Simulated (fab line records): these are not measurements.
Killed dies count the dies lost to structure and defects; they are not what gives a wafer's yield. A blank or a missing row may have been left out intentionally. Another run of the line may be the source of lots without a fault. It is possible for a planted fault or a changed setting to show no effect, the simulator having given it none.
Struck lot and sound lot, side by side | flow sky130 | 15 out of 708 route steps
Sound: wafers L965.1, L965.3, L965.4. Struck: wafer L976.1. (L976.2, L976.3 of the same lot were not struck and are left out.) The cause comes at the end.
Each step with rows lists, per side, the tool, then ch with its chambers, then its first start. Under that, the readings that differ: sound wafers | struck wafers | difference of the means | sigmas: that difference in standard deviations of wafers without a fault.
alike: readings with means less than 2 such deviations apart, plus words and numbers identical on both sides. not compared: withheld readings, readings lacking a value on some wafer, bounds such as >300 that could conceal the same value, and numbers that have no deviation in the record and whose values overlap.
Wherever a step has rows on one side only, a row that says differs or no value, or a row with sigmas, the two part there. Numbers that have no deviation but don't overlap get no sigmas and don't part them. Lack of a reading on every wafer of one side parts them only where that side has two or more wafers.

first, 8 steps without rows for these wafers: SKY_FIELD_ISO_DEHYDRATE_05 (time 60 s); SKY_FIELD_ISO_HMDS_06 (prime time 60 s); SKY_FIELD_ISO_COAT_07 (resist thk 60 nm); SKY_FIELD_ISO_COAT_08 (resist thk 450 nm); SKY_FIELD_ISO_SOFTBAKE_09 (time 90 s); SKY_FIELD_ISO_EXPOSE_10 (exposes mask FOM, target cd 150 nm); SKY_FIELD_ISO_PEB_11; SKY_FIELD_ISO_DEVELOP_12 (develop time 60 s).
SKY_FIELD_ISO_CD_MEAS_13 targets a cd of 150 nm.
  sound: cdSem-02 at day 2 08:46; struck: cdSem-01 at day 4 13:34
  alike: cdNm
SKY_FIELD_ISO_ETCH_14: etches BARC in N2/H2, stops on SiO2, time 45.9 s, target depth 60 nm.
  sound on rieDiel-03 ch 1,2,3, day 2 08:53; struck on rieDiel-04 ch 2, day 4 13:41
reading             | sound          | struck | difference | sigmas
rfHoursCounterH (h) | 133 166 162    | 16     | -138       | 
runLengthS (s)      | 73.7 73.8 73.8 | 75.1   | +1.3       | +3
  alike: chamberPressureMTorr, drypumpMotorCurrentA, oesProductAu, rfFwdPowerW, throttleValvePct
SKY_FIELD_ISO_ETCH_15: etches the open film in CHF3/O2, stops on Si, target depth 180 nm, time 72 s.
  sound on rieDiel-03 ch 1,2,3, day 2 08:56; struck on rieDiel-04 ch 2, day 4 13:44
reading              | sound             | struck | difference | sigmas
rfFwdPowerW (W)      | 595.9 596.4 589.8 | 598.1  | +4.1       | +2
rfHoursCounterH (h)  | 133 167 162       | 16     | -138       | 
throttleValvePct (%) | 8.828 8.849 8.836 | 8.863  | +0.025     | +3
  alike: chamberPressureMTorr, drypumpMotorCurrentA, oesProductAu, runLengthS
SKY_FIELD_ISO_STRIP_16: strips in O2/N2.
  sound on plasmaAsher-04 ch 0,1, day 2 08:59; struck on plasmaAsher-04 ch 0, day 4 13:47
  alike: chamberPressureMTorr, drypumpMotorCurrentA, oesProductAu, stripTimeToEndpointS
  not compared: rfHoursCounterH
SKY_FIELD_ISO_ETCH_17: etches Si in HBr/Cl2/O2, target depth 342 nm, time 97.7 s.
  sound on rieSi-01 ch 1,2,3, day 2 09:05; struck on rieSi-02 ch 0, day 4 13:53
reading                             | sound             | struck | difference | sigmas
rfHoursCounterH (h)                 | 21 88 22          | 119    | +75        | 
runLengthS (s)                      | 126.5 125.8 126.6 | 135.6  | +9.3       | +22
model.FIELD_ISO.featureDepthNm (nm) | 341.1 339.4 341.4 | 376.9  | +36.3      | 
model.etch.depthNm (nm)             | 341.1 339.4 341.4 | 376.9  | +36.3      | 
  alike: chamberPressureMTorr, drypumpMotorCurrentA, oesProductAu, rfFwdPowerW, throttleValvePct
then, 1 step without rows for these wafers: SKY_FIELD_ISO_WET_ETCH_18 (etches Si3N4 in H3PO4, target depth 25 nm, time 286 s).
-- the record jumps here: 44 days lie between the struck wafers' starts before and after (it left off in module FIELD_ISO and takes up again in module PAD_OPEN, whose first step shown is number 708 of the route) --
SKY_PAD_OPEN_PROBE_99:
  sound: prober-01 at day 45 14:29; struck: prober-01 at day 48 06:50
reading                               | sound                         | struck    | difference | sigmas
killed_at_M0_to_M3                    | 47 34 32                      | 59        | +21        | +3
killedDies                            | 87 72 72                      | 97        | +20        | +2
killedOpen                            | 52 35 40                      | 61        | +19        | +3
model.etest.res_p_drift_20v.lineOhmUm | 1.069e+04 1.046e+04 1.039e+04 | 1.543e+04 | +4.917e+03 | 
model.etest.res_p_drift_20v.rsOhmSq   | 8761 8747 8764                | 1.315e+04 | +4.393e+03 | 
model.etest.pfet_16v.rOnOhmUm         | 1.507e+04 1.507e+04 1.502e+04 | 1.7e+04   | +1.9e+03   | 
model.etest.resIsoPwell.rsOhmSq       | 3054 3038 3033                | 3998      | +956       | 
model.etest.resIsoPwell.lineOhmUm     | 1148 1140 1145                | 1525      | +381       | 
model.etest.nfet_16v.rOnOhmUm         | 1.397e+04 1.394e+04 1.382e+04 | 1.428e+04 | +3.700e+02 | 
model.etest.resNwell.lineOhmUm        | 1242 1240 1245                | 1282      | +40        | 
model.etest.resNwell.rsOhmSq          | 1015 1016 1021                | 1095      | +78        | 
  alike: killed_at_M4_up, killedAtContacts, killedAtFrontEnd, killedAtOther, killedShort

## WHERE THEY PART
Last at SKY_PAD_OPEN_PROBE_99 as far as this record goes, first at SKY_FIELD_ISO_ETCH_14.

WHY: whatever the simulator had introduced
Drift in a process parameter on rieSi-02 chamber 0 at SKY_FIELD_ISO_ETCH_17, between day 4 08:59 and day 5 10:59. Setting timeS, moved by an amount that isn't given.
